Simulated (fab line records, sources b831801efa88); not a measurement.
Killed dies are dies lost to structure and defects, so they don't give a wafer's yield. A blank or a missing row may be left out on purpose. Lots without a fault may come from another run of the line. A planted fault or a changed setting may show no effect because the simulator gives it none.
Tool commonality check | flow gf180mcu | 10 lots, 36 wafers sampled

WHY IT WAS OPENED
At GF_STI_THK_MEAS_30 the reading STI_OXIDATION_02_THK is flagged on 2 of 10 lots. Wafers without a fault read 10.03 nm, standard deviation 0.16.
Rule: a lot is flagged when every wafer of it that has a number lies more than 4 standard deviations from that mean, or none has a number. The other lots count as sound.

lot  | measured    | on            | STI_OXIDATION_02_THK (nm), wafer by wafer | flag
L138 | day 2 12:37 | film_metro-04 | 9.90 9.84 9.84                            |
L140 | day 2 17:53 | film_metro-01 | 10.46 10.18 10.28                         |
L139 | day 2 17:53 | film_metro-03 | 10.25 10.20 10.28                         |
L141 | day 2 22:30 | film_metro-03 | 10.14 10.25 10.23                         |
L145 | day 3 17:27 | film_metro-01 | 10.08 9.82 9.82                           |
L149 | day 4 15:07 | film_metro-01 | 7.40 7.40 7.12 7.37 7.39 7.12             | FLAGGED
L150 | day 4 20:55 | film_metro-04 | 7.37 7.34 7.29 7.30 7.29 7.29             | FLAGGED
L156 | day 6 05:43 | film_metro-03 | 10.05 9.98 9.96                           |
L160 | day 7 03:55 | film_metro-04 | 10.07 10.11 10.26                         |
L161 | day 7 05:19 | film_metro-04 | 10.10 10.01 10.10                         |
The numbers of the flagged lots are 7.31 nm on average: -2.72 nm against the usual, or -17 standard deviations.

WHICH TOOL RAN EACH LOT
The record holds 1 process step before the reading, out of a route of 602 steps. In each cell: the tool, then ch and the chambers that the sampled wafers went through, then the start.
lot  | flag    | GF_STI_OXIDATION_29
L138 |         | furnace-02 ch 0, day 2 11:13
L140 |         | furnace-02 ch 0, day 2 16:29
L139 |         | furnace-02 ch 0, day 2 16:29
L141 |         | furnace-02 ch 0, day 2 21:06
L145 |         | furnace-01 ch 0, day 3 16:02
L149 | FLAGGED | furnace-02 ch 0, day 4 13:43
L150 | FLAGGED | furnace-02 ch 0, day 4 19:31
L156 |         | furnace-01 ch 0, day 6 04:19
L160 |         | furnace-01 ch 0, day 7 02:31
L161 |         | furnace-01 ch 0, day 7 03:55
What these steps do:
- GF_STI_OXIDATION_29: stabilise 600 s, purge 300 s, target thk 10 nm.
- GF_STI_THK_MEAS_30

FLAGGED OVER TOTAL, TOOL BY TOOL (the gauges that took the reading come last)
step                | tool          | lots run | flagged | share of the flagged lots | sound lots run after its first flagged lot
GF_STI_OXIDATION_29 | furnace-01    | 4        | 0       | none                      | -
GF_STI_OXIDATION_29 | furnace-02    | 6        | 2       | all                       | 0
GF_STI_THK_MEAS_30  | film_metro-01 | 3        | 1       | some                      | 0
GF_STI_THK_MEAS_30  | film_metro-03 | 3        | 0       | none                      | -
GF_STI_THK_MEAS_30  | film_metro-04 | 4        | 1       | some                      | 2 (L160,L161)

WHAT THE TABLE ALLOWS
1 row of the table ran every flagged lot: furnace-02 at GF_STI_OXIDATION_29.
- furnace-02 at GF_STI_OXIDATION_29: 2 of its 6 lots flagged. Its last sound lot is L141 (day 2 21:06), its first flagged lot L149 (day 4 13:43): a fault that began between those two fits.
One tool is left: furnace-02 at GF_STI_OXIDATION_29.

WHAT THE SIMULATOR HAD PUT IN
Process parameter drift: furnace-02, from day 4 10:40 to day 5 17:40, at GF_STI_OXIDATION_29. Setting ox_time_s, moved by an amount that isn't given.
Lots struck among those shown: L149, L150. The rule above found the same.
